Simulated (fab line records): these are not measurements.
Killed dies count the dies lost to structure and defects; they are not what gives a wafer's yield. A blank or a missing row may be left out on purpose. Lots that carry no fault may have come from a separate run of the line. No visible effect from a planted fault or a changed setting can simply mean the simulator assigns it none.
fab line records	flow gf180mcu
record: lots: 24	wafers: 72	last-day: 34
route steps=602 shown STI@26 SALICIDE@283 CONTACT@302 V2@406 V5@561
lots untouched by any fault: they come from a run of this same line in which no faults occurred
start-h: hours from the record's first day to the start of the lot's first wafer shown	wait-h: hours from the lot's prior step to this one	" unchanged from the row above	L1.1+2: a single row standing in for several wafers	- no value, or no start given	* or withheld: withheld	< > ~ a bound
route shown NAME@n: NAME is a module with steps in the file, n the number in the route of the first one	usual: mean/standard deviation taken from wafers without a fault	same: alike in all rows	chamber/n: place in a boat	sites: per-site readings	_std_site: the standard deviation of these	_edge_site: mean of outer sites minus mean of inner sites	radius-mm: how far each site lies from the wafer's centre	mask NAME#n: copy n	behind: tool/chamber where the wafer was last shaped	hold: why the lot went on hold/how many hours it stayed there/how the hold came to an end	device: the n, p or np transistor that did not switch	end of line: the tests these same wafers got at the end of their route	a step given without rows: its recipe and nothing more	killed: at the first sort, the dies lost to defects and structure; wafer yield is something else	map: the dies of a wafer, with x for killed, . for not killed, _ for no die there
set.NAME: the setting as run; set.NAME@STEP: as run at that earlier step	model.NAME: the simulator's own value behind a step, which no gauge read
the route's steps for a sample of lots (tables are steps, rows are wafers)
services: when a tool's chamber went out of use (start-h, in hours from the record's first day, below 0 if earlier), for how many hours, and the reason
== steps ==
step: GF_STI_CMP_25
recipe: stop-on: Si3N4	t-overpolish-s: 33	down-force-psi: 4	platen-rpm: 60	target-thk-nm: 524.6	pad-velocity-m-s: 0.94248
usual: motor-current-A: 12.1/1.3	overpolish-run-s: 33.000/0.0097	time-to-endpoint-s: 124/4.3
lot.wafer	tool	chamber	start-h	wait-h	motor-current-A	overpolish-run-s	time-to-endpoint-s
L074.2	cmp-02	2	32.04	0.1	14.0	32.989	115
L074.4	"	3	"	"	13.2	32.995	124
L074.5	"	1	"	"	10.4	33.003	124
L075.1	cmp-01	0	34.54	0.1	12.5	32.983	124
L075.4	"	1	"	"	10.7	32.994	121
L075.6	"	2	"	"	11.1	32.999	121
L076.1	cmp-01	3	39.27	0.1	12.6	33.005	129
L076.3	"	0	"	"	12.8	33.004	130
L076.6	"	3	"	"	11.9	33.001	126
L077.3	cmp-01	3	42.84	0.0	11.8	33.021	123
L077.2	"	2	"	"	11.1	33.004	119
L077.5	"	0	"	"	12.4	33.012	126
L078.1	cmp-02	0	48.07	0.1	14.4	33.001	124
L078.3	"	1	"	"	9.6	32.994	127
L078.6	"	3	"	"	13.4	33.000	126
L079.3	cmp-01	1	52.99	0.2	10.5	33.009	128
L079.5	"	2	"	"	11.5	32.990	122
L079.6	"	3	"	"	13.1	32.998	125
L080.2	cmp-01	1	58.62	0.1	10.4	33.005	129
L080.6	"	0	"	"	12.3	33.006	128
L080.5	"	1	"	"	10.5	33.017	127
L081.2	cmp-01	1	63.83	0.1	10.5	32.982	130
L081.1	"	2	"	"	11.1	32.999	120
L081.6	"	1	"	"	10.5	32.993	126
L082.3	cmp-01	0	69.28	0.1	12.6	33.015	128
L082.2	"	1	"	"	10.4	32.975	129
L082.6	"	2	"	"	11.6	32.980	123
L083.1	cmp-01	3	75.93	0.1	12.5	32.992	122
L083.4	"	1	"	"	10.4	32.993	127
L083.6	"	0	"	"	12.2	33.004	133
L084.4	cmp-02	1	78.97	0.1	10.2	32.995	126
L084.2	"	2	"	"	14.2	33.007	123
L084.3	"	3	"	"	13.5	33.006	127
L085.1	cmp-02	1	85.97	0.1	10.4	33.007	128
L085.3	"	2	"	"	14.8	33.001	119
L085.6	"	3	"	"	13.0	33.000	128
L086.3	cmp-02	0	90.05	0.2	14.0	33.011	118
L086.1	"	1	"	"	9.8	33.003	122
L086.6	"	0	"	"	13.3	32.995	121
L087.1	cmp-01	2	93.81	0.1	11.2	33.009	127
L087.5	"	2	"	"	11.6	32.980	125
L087.6	"	3	"	"	11.3	33.005	126
L088.3	cmp-01	1	101.05	0.0	10.3	32.991	124
L088.1	"	2	"	"	11.5	32.993	119
L088.5	"	1	"	"	10.0	32.998	123
L089.3	cmp-01	3	107.97	0.0	12.7	32.998	117
L089.4	"	1	"	"	10.3	32.996	125
L089.1	"	2	"	"	11.4	33.000	117
L090.3	cmp-02	3	111.74	0.0	12.8	32.995	123
L090.4	"	0	"	"	13.4	33.009	123
L090.6	"	3	"	"	13.3	33.011	128
L091.4	cmp-02	1	120.20	0.1	10.1	33.014	124
L091.1	"	2	"	"	14.4	33.017	111
L091.6	"	3	"	"	13.7	33.005	128
L092.4	cmp-02	0	122.63	0.2	13.8	32.990	125
L092.5	"	1	"	"	10.5	33.016	126
L092.6	"	2	"	"	14.8	32.992	121
L093.1	cmp-01	0	132.18	0.2	12.4	32.999	124
L093.6	"	1	"	"	10.4	32.984	126
L093.5	"	2	"	"	11.0	33.000	117
L095.4	cmp-01	0	137.71	0.1	12.6	33.018	126
L095.1	"	1	"	"	10.9	32.995	121
L095.6	"	3	"	"	12.1	32.994	120
L094.4	cmp-02	1	137.76	0.1	10.0	32.994	127
L094.1	"	2	"	"	15.1	32.991	123
L094.5	"	3	"	"	12.7	32.997	131
L096.4	cmp-01	0	142.77	0.0	12.1	32.999	127
L096.3	"	1	"	"	11.1	33.006	124
L096.6	"	1	"	"	9.6	33.013	123
L097.2	cmp-01	1	149.48	0.0	10.7	33.021	123
L097.5	"	1	"	"	10.1	33.013	127
L097.6	"	2	"	"	11.0	33.001	120
step: GF_SALICIDE_THK_MEAS_05
recipe: thk-meas-gauge: xrf	reads: TiN_of_SALICIDE_SPUTTER_03
usual: SALICIDE_TIN_THK: 20.03/0.22
lot.wafer	tool	chamber	start-h	wait-h	SALICIDE_TIN_THK[nm]
L074.2	film-metro-02	-	340.34	0.1	20.36
L074.4	"	-	"	"	20.17
L074.5	"	-	"	"	20.25
L075.1	film-metro-02	-	347.35	0.1	19.61
L075.4	"	-	"	"	19.74
L075.6	"	-	"	"	19.52
L076.1	film-metro-04	-	355.75	0.1	19.62
L076.3	"	-	"	"	19.75
L076.6	"	-	"	"	19.80
L077.2	film-metro-02	-	358.95	0.1	20.35
L077.3	"	-	"	"	20.01
L077.5	"	-	"	"	20.53
L078.1	film-metro-04	-	369.23	0.1	19.95
L078.3	"	-	"	"	20.13
L078.6	"	-	"	"	19.96
L079.3	film-metro-04	-	377.26	0.1	20.57
L079.5	"	-	"	"	20.12
L079.6	"	-	"	"	20.32
L080.2	film-metro-01	-	384.56	0.1	19.54
L080.5	"	-	"	"	19.96
L080.6	"	-	"	"	19.89
L081.1	film-metro-04	-	397.38	0.1	19.90
L081.2	"	-	"	"	19.96
L081.6	"	-	"	"	20.00
L082.2	film-metro-01	-	404.06	0.1	20.06
L082.3	"	-	"	"	20.11
L082.6	"	-	"	"	20.03
L083.1	film-metro-02	-	412.82	0.1	20.06
L083.4	"	-	"	"	20.09
L083.6	"	-	"	"	20.20
L084.2	film-metro-04	-	422.07	0.1	20.39
L084.3	"	-	"	"	20.21
L084.4	"	-	"	"	20.29
L085.1	film-metro-04	-	433.81	0.1	20.27
L085.3	"	-	"	"	19.94
L085.6	"	-	"	"	20.19
L086.1	film-metro-04	-	440.44	0.1	20.01
L086.3	"	-	"	"	20.02
L086.6	"	-	"	"	20.09
L087.1	film-metro-02	-	444.32	0.1	20.31
L087.5	"	-	"	"	20.00
L087.6	"	-	"	"	19.93
L088.1	film-metro-04	-	462.85	0.1	20.02
L088.3	"	-	"	"	19.87
L088.5	"	-	"	"	20.01
L089.1	film-metro-02	-	475.65	0.1	19.82
L089.3	"	-	"	"	20.10
L089.4	"	-	"	"	19.89
L090.3	film-metro-02	-	479.38	0.1	19.92
L090.4	"	-	"	"	19.88
L090.6	"	-	"	"	19.94
L091.1	film-metro-02	-	497.48	0.1	20.27
L091.4	"	-	"	"	20.23
L091.6	"	-	"	"	20.26
L092.4	film-metro-02	-	502.83	0.1	20.34
L092.5	"	-	"	"	20.11
L092.6	"	-	"	"	20.29
L093.1	film-metro-01	-	514.97	0.1	19.90
L093.5	"	-	"	"	19.53
L093.6	"	-	"	"	19.76
L095.1	film-metro-02	-	516.90	0.1	20.38
L095.4	"	-	"	"	20.35
L095.6	"	-	"	"	20.49
L094.1	film-metro-02	-	517.83	0.1	20.06
L094.4	"	-	"	"	20.20
L094.5	"	-	"	"	20.24
L096.3	film-metro-02	-	527.15	0.1	19.92
L096.4	"	-	"	"	19.98
L096.6	"	-	"	"	20.03
L097.2	film-metro-01	-	536.91	0.1	19.99
L097.5	"	-	"	"	19.62
L097.6	"	-	"	"	19.92
step: GF_CONTACT_OVL_MEAS_15
usual: CONTACT_OVL: 1/5.5
lot.wafer	tool	chamber	start-h	wait-h	CONTACT_OVL[nm]
L074.2	overlay-01	-	362.56	0.1	-4
L074.4	"	-	"	"	-5
L074.5	"	-	"	"	-5
L075.1	overlay-02	-	370.42	0.1	4
L075.4	"	-	"	"	1
L075.6	"	-	"	"	8
L076.1	overlay-02	-	378.80	0.1	3
L076.3	"	-	"	"	4
L076.6	"	-	"	"	4
L077.2	overlay-02	-	382.26	0.1	-3
L077.3	"	-	"	"	-7
L077.5	"	-	"	"	-6
L078.1	overlay-01	-	393.18	0.1	-4
L078.3	"	-	"	"	-2
L078.6	"	-	"	"	0
L079.3	overlay-01	-	401.92	0.1	-2
L079.5	"	-	"	"	2
L079.6	"	-	"	"	5
L080.2	overlay-01	-	408.48	0.1	2
L080.5	"	-	"	"	6
L080.6	"	-	"	"	5
L081.1	overlay-01	-	421.30	0.1	-1
L081.2	"	-	"	"	1
L081.6	"	-	"	"	-1
L082.2	overlay-01	-	428.34	0.1	5
L082.3	"	-	"	"	1
L082.6	"	-	"	"	6
L083.1	overlay-01	-	438.75	0.1	-1
L083.4	"	-	"	"	3
L083.6	"	-	"	"	0
L084.2	overlay-02	-	447.41	0.1	1
L084.3	"	-	"	"	3
L084.4	"	-	"	"	-4
L085.1	overlay-01	-	459.85	0.1	-3
L085.3	"	-	"	"	1
L085.6	"	-	"	"	-1
L086.1	overlay-01	-	465.50	0.1	5
L086.3	"	-	"	"	3
L086.6	"	-	"	"	8
L087.1	overlay-01	-	470.40	0.1	0
L087.5	"	-	"	"	5
L087.6	"	-	"	"	-1
L088.1	overlay-01	-	487.60	0.1	2
L088.3	"	-	"	"	1
L088.5	"	-	"	"	5
L089.1	overlay-02	-	500.13	0.1	8
L089.3	"	-	"	"	1
L089.4	"	-	"	"	10
L090.3	overlay-01	-	504.69	0.1	11
L090.4	"	-	"	"	3
L090.6	"	-	"	"	3
L091.1	overlay-01	-	521.43	0.1	1
L091.4	"	-	"	"	-8
L091.6	"	-	"	"	-6
L092.4	overlay-01	-	526.94	0.1	1
L092.5	"	-	"	"	9
L092.6	"	-	"	"	0
L093.1	overlay-01	-	538.43	0.1	0
L093.5	"	-	"	"	3
L093.6	"	-	"	"	6
L095.1	overlay-01	-	540.65	0.1	2
L095.4	"	-	"	"	11
L095.6	"	-	"	"	11
L094.1	overlay-01	-	541.13	0.1	-11
L094.4	"	-	"	"	-6
L094.5	"	-	"	"	-12
L096.3	overlay-01	-	550.39	0.1	5
L096.4	"	-	"	"	4
L096.6	"	-	"	"	2
L097.2	overlay-01	-	560.33	0.1	-1
L097.5	"	-	"	"	2
L097.6	"	-	"	"	1
step: GF_CONTACT_ETCH_16
recipe: chemistry: N2/H2	target-depth-a: withheld	overetch-a: withheld	time-s: withheld	target: BARC	ion-energy-ev: 200	source-w: 500	bias-w: 100	pressure-mtorr: 30	n2-flow-sccm: 100	h2-flow-sccm: 200
usual: drypump-motor-current-A: 5.9/0.43	h2-flow-sccm: 200.0/0.52	oes-product-au: 0.855/0.0048	throttle-valve-pct: 13.223/0.0092
lot.wafer	tool	chamber	start-h	wait-h	drypump-motor-current-A	h2-flow-sccm	oes-product-au	throttle-valve-pct
L074.2	rie-diel-02	0	362.59	0.0	6.2	199.9	0.855	13.216
L074.4	"	1	"	"	5.4	200.4	0.851	13.225
L074.5	"	3	"	"	5.2	199.7	0.853	13.215
L075.1	rie-diel-02	3	370.46	0.0	5.3	200.2	0.853	13.218
L075.4	"	1	"	"	5.4	199.8	0.859	13.228
L075.6	"	3	"	"	5.3	199.6	0.860	13.223
L076.1	rie-diel-02	1	378.84	0.0	5.4	200.1	0.862	13.211
L076.3	"	0	"	"	6.2	198.9	0.855	13.226
L076.6	"	1	"	"	5.4	200.2	0.853	13.219
L077.2	rie-diel-03	0	382.29	0.0	5.8	199.8	0.864	13.225
L077.3	"	2	"	"	5.5	200.6	0.857	13.221
L077.5	"	0	"	"	5.9	200.3	0.852	13.219
L078.1	rie-diel-02	0	393.21	0.0	6.2	200.1	0.860	13.228
L078.3	"	2	"	"	6.4	200.7	0.856	13.223
L078.6	"	1	"	"	5.4	200.1	0.858	13.248
L079.3	rie-diel-02	0	401.94	0.0	6.2	200.1	0.861	13.246
L079.5	"	1	"	"	5.4	199.7	0.848	13.233
L079.6	"	0	"	"	6.2	200.3	0.857	13.231
L080.2	rie-diel-03	3	408.51	0.0	6.4	200.5	0.843	13.237
L080.5	"	0	"	"	5.8	200.2	0.863	13.216
L080.6	"	3	"	"	6.4	200.3	0.862	13.217
L081.1	rie-diel-03	2	421.34	0.0	5.4	199.6	0.848	13.216
L081.2	"	3	"	"	6.4	200.8	0.852	13.225
L081.6	"	3	"	"	6.4	199.8	0.854	13.217
L082.2	rie-diel-01	1	428.37	0.0	6.2	200.3	0.856	13.219
L082.3	"	2	"	"	5.3	200.1	0.855	13.238
L082.6	"	2	"	"	5.3	200.0	0.855	13.233
L083.1	rie-diel-01	0	438.79	0.0	5.5	199.7	0.849	13.219
L083.4	"	1	"	"	6.2	200.3	0.850	13.219
L083.6	"	0	"	"	5.5	200.2	0.853	13.212
L084.2	rie-diel-01	0	447.44	0.0	5.5	201.0	0.854	13.225
L084.3	"	2	"	"	5.3	200.0	0.852	13.213
L084.4	"	1	"	"	6.2	200.3	0.862	13.225
L085.1	rie-diel-02	0	459.89	0.0	6.2	199.4	0.861	13.224
L085.3	"	2	"	"	6.4	200.6	0.853	13.227
L085.6	"	1	"	"	5.4	199.6	0.859	13.234
L086.1	rie-diel-03	3	465.54	0.0	6.4	198.2	0.864	13.217
L086.3	"	2	"	"	5.5	200.6	0.851	13.221
L086.6	"	1	"	"	6.0	199.6	0.852	13.218
L087.1	rie-diel-03	1	470.44	0.0	6.1	199.3	0.847	13.229
L087.5	"	2	"	"	5.5	200.0	0.859	13.225
L087.6	"	3	"	"	6.4	200.2	0.869	13.225
L088.1	rie-diel-03	3	487.64	0.0	6.4	200.0	0.864	13.237
L088.3	"	0	"	"	5.8	200.2	0.856	13.238
L088.5	"	3	"	"	6.4	200.1	0.856	13.220
L089.1	rie-diel-02	2	500.16	0.0	6.4	199.2	0.853	13.220
L089.3	"	1	"	"	5.4	199.2	0.851	13.217
L089.4	"	0	"	"	6.2	200.8	0.848	13.249
L090.3	rie-diel-03	3	504.71	0.0	6.4	200.2	0.855	13.224
L090.4	"	0	"	"	5.8	200.5	0.846	13.218
L090.6	"	1	"	"	6.1	199.9	0.862	13.220
L091.1	rie-diel-02	1	521.47	0.0	5.4	199.6	0.852	13.235
L091.4	"	2	"	"	6.4	199.0	0.856	13.235
L091.6	"	2	"	"	6.4	199.8	0.863	13.234
L092.4	rie-diel-02	1	526.96	0.0	5.4	200.7	0.859	13.225
L092.5	"	0	"	"	6.2	199.6	0.857	13.224
L092.6	"	3	"	"	5.3	200.3	0.855	13.220
L093.1	rie-diel-03	3	538.46	0.0	6.4	199.0	0.858	13.226
L093.5	"	1	"	"	6.1	200.8	0.857	13.217
L093.6	"	0	"	"	5.8	200.1	0.849	13.245
L095.1	rie-diel-02	2	540.69	0.0	6.4	200.3	0.861	13.236
L095.4	"	0	"	"	6.2	199.6	0.850	13.230
L095.6	"	2	"	"	6.4	199.5	0.853	13.224
L094.1	rie-diel-01	2	541.16	0.0	5.3	201.0	0.858	13.222
L094.4	"	3	"	"	6.2	200.4	0.858	13.212
L094.5	"	1	"	"	6.2	200.2	0.856	13.217
L096.3	rie-diel-03	0	550.41	0.0	5.9	199.9	0.859	13.213
L096.4	"	1	"	"	6.1	199.9	0.858	13.229
L096.6	"	2	"	"	5.5	200.4	0.854	13.220
L097.2	rie-diel-02	3	560.36	0.0	5.3	199.6	0.844	13.243
L097.5	"	3	"	"	5.3	200.0	0.854	13.208
L097.6	"	0	"	"	6.2	199.6	0.863	13.225
step: GF_V2_RS_MEAS_24
recipe: thk-meas-gauge: four-point-probe	reads: W_of_V2_CVD_23+TiN_of_V2_SPUTTER_22+Ti_of_V2_SPUTTER_21
usual: V2_W_RS: 0.326/0.0039
lot.wafer	tool	chamber	start-h	wait-h	V2_W_RS[ohm/sq]
L074.2	film-metro-02	-	465.14	0.1	0.330
L074.4	"	-	"	"	0.327
L074.5	"	-	"	"	0.329
L075.1	film-metro-01	-	472.08	0.1	0.327
L075.4	"	-	"	"	0.328
L075.6	"	-	"	"	0.327
L076.1	film-metro-03	-	481.76	0.1	0.325
L076.3	"	-	"	"	0.328
L076.6	"	-	"	"	0.324
L077.2	film-metro-03	-	485.28	0.1	0.328
L077.3	"	-	"	"	0.327
L077.5	"	-	"	"	0.326
L078.1	film-metro-03	-	494.40	0.1	0.321
L078.3	"	-	"	"	0.321
L078.6	"	-	"	"	0.324
L079.3	film-metro-01	-	505.84	0.1	0.329
L079.5	"	-	"	"	0.321
L079.6	"	-	"	"	0.327
L080.2	film-metro-03	-	511.76	0.1	0.329
L080.5	"	-	"	"	0.328
L080.6	"	-	"	"	0.326
L081.1	film-metro-02	-	523.30	0.1	0.330
L081.2	"	-	"	"	0.329
L081.6	"	-	"	"	0.332
L082.2	film-metro-02	-	531.08	0.1	0.324
L082.3	"	-	"	"	0.325
L082.6	"	-	"	"	0.325
L083.1	film-metro-02	-	539.90	0.1	0.329
L083.4	"	-	"	"	0.327
L083.6	"	-	"	"	0.327
L084.2	film-metro-03	-	547.19	0.1	0.323
L084.3	"	-	"	"	0.320
L084.4	"	-	"	"	0.317
L085.1	film-metro-02	-	557.52	0.1	0.329
L085.3	"	-	"	"	0.329
L085.6	"	-	"	"	0.332
L086.1	film-metro-01	-	564.91	0.1	0.328
L086.3	"	-	"	"	0.328
L086.6	"	-	"	"	0.329
L087.1	film-metro-02	-	569.14	0.1	0.322
L087.5	"	-	"	"	0.323
L087.6	"	-	"	"	0.321
L088.1	film-metro-01	-	585.63	0.1	0.323
L088.3	"	-	"	"	0.319
L088.5	"	-	"	"	0.323
L089.1	film-metro-03	-	596.44	0.1	0.321
L089.3	"	-	"	"	0.321
L089.4	"	-	"	"	0.327
L090.3	film-metro-01	-	601.04	0.1	0.318
L090.4	"	-	"	"	0.321
L090.6	"	-	"	"	0.323
L091.1	film-metro-02	-	616.04	0.1	0.326
L091.4	"	-	"	"	0.332
L091.6	"	-	"	"	0.328
L092.4	film-metro-02	-	622.64	0.1	0.328
L092.5	"	-	"	"	0.328
L092.6	"	-	"	"	0.321
L093.1	film-metro-01	-	631.17	0.1	0.325
L093.5	"	-	"	"	0.331
L093.6	"	-	"	"	0.324
L095.1	film-metro-01	-	633.88	0.1	0.324
L095.4	"	-	"	"	0.324
L095.6	"	-	"	"	0.330
L094.1	film-metro-02	-	634.28	0.1	0.323
L094.4	"	-	"	"	0.327
L094.5	"	-	"	"	0.325
L096.3	film-metro-01	-	644.12	0.1	0.327
L096.4	"	-	"	"	0.325
L096.6	"	-	"	"	0.333
L097.2	film-metro-01	-	651.60	0.1	0.330
L097.5	"	-	"	"	0.332
L097.6	"	-	"	"	0.330
step: GF_V5_SPUTTER_21
recipe: material: Ti	target-thk-nm: 15	chamber-pressure-pa: 5	power-w: 2500	substrate-temp-c: 200	time-s: 80.02
usual: throttle-valve-pct: 29.8/1.1
lot.wafer	tool	chamber	start-h	wait-h	throttle-valve-pct
L074.2	pvd-sputter-02	-	632.21	0.0	30.1
L074.4	"	-	"	"	29.0
L074.5	"	-	"	"	30.1
L075.1	pvd-sputter-02	-	637.21	0.0	30.3
L075.4	"	-	"	"	27.9
L075.6	"	-	"	"	30.7
L076.1	pvd-sputter-01	-	646.84	0.0	30.5
L076.3	"	-	"	"	30.1
L076.6	"	-	"	"	30.9
L077.2	pvd-sputter-02	-	648.70	0.0	27.5
L077.3	"	-	"	"	30.2
L077.5	"	-	"	"	30.7
L078.1	pvd-sputter-01	-	657.28	0.0	30.7
L078.3	"	-	"	"	30.0
L078.6	"	-	"	"	30.9
L079.3	pvd-sputter-03	-	666.71	0.0	29.5
L079.5	"	-	"	"	29.2
L079.6	"	-	"	"	30.3
L080.2	pvd-sputter-02	-	672.03	0.0	28.9
L080.5	"	-	"	"	30.0
L080.6	"	-	"	"	30.5
L081.1	pvd-sputter-02	-	682.50	0.0	29.1
L081.2	"	-	"	"	30.5
L081.6	"	-	"	"	30.3
L082.2	pvd-sputter-02	-	689.32	0.0	30.2
L082.3	"	-	"	"	28.7
L082.6	"	-	"	"	27.5
L083.1	pvd-sputter-01	-	695.22	0.0	30.5
L083.4	"	-	"	"	30.5
L083.6	"	-	"	"	31.1
L084.2	pvd-sputter-03	-	700.69	0.0	30.4
L084.3	"	-	"	"	28.4
L084.4	"	-	"	"	28.2
L085.1	pvd-sputter-03	-	710.18	0.0	28.4
L085.3	"	-	"	"	30.1
L085.6	"	-	"	"	30.1
L086.1	pvd-sputter-02	-	714.58	0.0	30.3
L086.3	"	-	"	"	30.5
L086.6	"	-	"	"	30.2
L087.1	pvd-sputter-02	-	718.95	0.0	30.5
L087.5	"	-	"	"	27.9
L087.6	"	-	"	"	30.3
L088.1	pvd-sputter-02	-	732.69	0.0	30.0
L088.3	"	-	"	"	27.4
L088.5	"	-	"	"	27.7
L089.1	pvd-sputter-02	-	740.22	0.0	28.7
L089.3	"	-	"	"	27.5
L089.4	"	-	"	"	27.7
L090.3	pvd-sputter-01	-	745.77	0.0	30.8
L090.4	"	-	"	"	29.7
L090.6	"	-	"	"	29.6
L091.1	pvd-sputter-02	-	757.77	0.0	30.2
L091.4	"	-	"	"	28.6
L091.6	"	-	"	"	28.9
L092.4	pvd-sputter-01	-	762.91	0.0	30.1
L092.5	"	-	"	"	30.8
L092.6	"	-	"	"	30.6
L093.1	pvd-sputter-01	-	767.94	0.0	29.7
L093.5	"	-	"	"	30.0
L093.6	"	-	"	"	30.7
L095.1	pvd-sputter-01	-	770.30	0.0	30.4
L095.4	"	-	"	"	31.1
L095.6	"	-	"	"	30.7
L094.1	pvd-sputter-03	-	771.55	0.0	30.9
L094.4	"	-	"	"	30.2
L094.5	"	-	"	"	29.2
L096.3	pvd-sputter-01	-	779.79	0.0	30.7
L096.4	"	-	"	"	30.7
L096.6	"	-	"	"	30.8
L097.2	pvd-sputter-02	-	785.39	0.0	28.9
L097.5	"	-	"	"	30.2
L097.6	"	-	"	"	27.6
== services ==
tool	chamber	start-h	hours	kind
rie-diel-02	3	10.13	12.7	repair
rie-diel-02	0	35.53	5.7	repair
pvd-sputter-02	-	73.78	4.1	repair
cmp-01	-	74.06	1.4	repair
cmp-01	-	194.45	7.2	pm
cmp-01	-	232.00	4.0	pm
cmp-01	-	265.49	1.8	repair
pvd-sputter-02	-	277.01	3.0	repair
cmp-01	-	294.78	8.4	pm
pvd-sputter-02	-	304.89	2.8	repair
cmp-01	-	309.84	3.4	repair
cmp-01	-	323.13	1.5	repair
cmp-01	-	331.65	4.6	repair
cmp-01	-	365.85	1.1	repair
cmp-01	-	446.62	0.2	repair
cmp-01	-	467.73	1.1	repair
pvd-sputter-02	-	499.19	5.2	repair
cmp-01	-	503.22	1.5	repair
pvd-sputter-02	-	529.46	8.3	repair
cmp-01	-	572.00	4.0	pm
cmp-01	-	615.76	7.2	pm
cmp-01	-	663.78	8.6	pm
pvd-sputter-02	-	673.60	1.5	repair
cmp-01	-	676.24	1.2	repair
== key ==
fault none
